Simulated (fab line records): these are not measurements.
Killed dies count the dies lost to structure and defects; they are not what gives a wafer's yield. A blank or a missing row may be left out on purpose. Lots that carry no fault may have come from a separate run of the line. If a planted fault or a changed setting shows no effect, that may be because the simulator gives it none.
A single fault, viewed from 2 desks -- flow gf180mcu -- what lay behind the numbers comes last; until then each desk has only its own

TOOL OWNER'S DESK, pvd-sputter-01
The tool's own readings at GF_SALICIDE_SPUTTER_02 (material Co, target thk 10 nm, time 20 s): means of the sampled wafers that have a number, for each lot that ran on this tool. If a lot's mean is further than 4 standard deviations from the usual mean, the lot is out of limits and carries the mark OUT (the distance appears in the brackets).
Columns: A = throttle-valve-pct at GF_SALICIDE_SPUTTER_02, usual 29.9 %
lot,first seen here,A
L671,day 19 00:56,29.9
This desk's finding: nothing out of limits on the one lot.

AT THE METROLOGY DESK
Means of the sampled wafers that have a number, per lot and without regard to the tool the lot ran on: this is what the gauges read. If a lot's mean is further than 4 standard deviations from the usual mean, the lot is out of limits and carries the mark OUT (the distance appears in the brackets).
Columns: A = NSD_OVL at GF_NSD_OVL_MEAS_08, usual -0.8 nm; B = SALICIDE_TIN_RS at GF_SALICIDE_RS_MEAS_04, usual 16.21 ohm/sq
lot,first seen here,A,B
L660,day 13 04:02,-3.0,16.36
L662,day 13 23:58,-1.9,16.36
L665,day 15 11:22,1.4,16.42
L668,day 16 04:37,-1.4,16.59
L671,day 17 02:47,-0.9,17.02
L673,day 17 19:04,-2.7,16.28
L674,day 18 00:58,0.4,16.02
L677,day 19 01:46,0.6,16.41
L679,day 19 20:22,-1.4,15.95
L680,day 20 06:04,-1.5,16.36
L681,day 20 12:32,0.8,16.23
L682,day 20 19:50,-1.4,16.06
L683,day 21 06:10,0.2,16.49
This desk found nothing out of limits on any of the 13 lots.

PUT TOGETHER
The tool owner's desk saw nothing out of limits.
The metrology desk saw nothing out of limits.

WHAT WAS PUT IN BY THE SIMULATOR
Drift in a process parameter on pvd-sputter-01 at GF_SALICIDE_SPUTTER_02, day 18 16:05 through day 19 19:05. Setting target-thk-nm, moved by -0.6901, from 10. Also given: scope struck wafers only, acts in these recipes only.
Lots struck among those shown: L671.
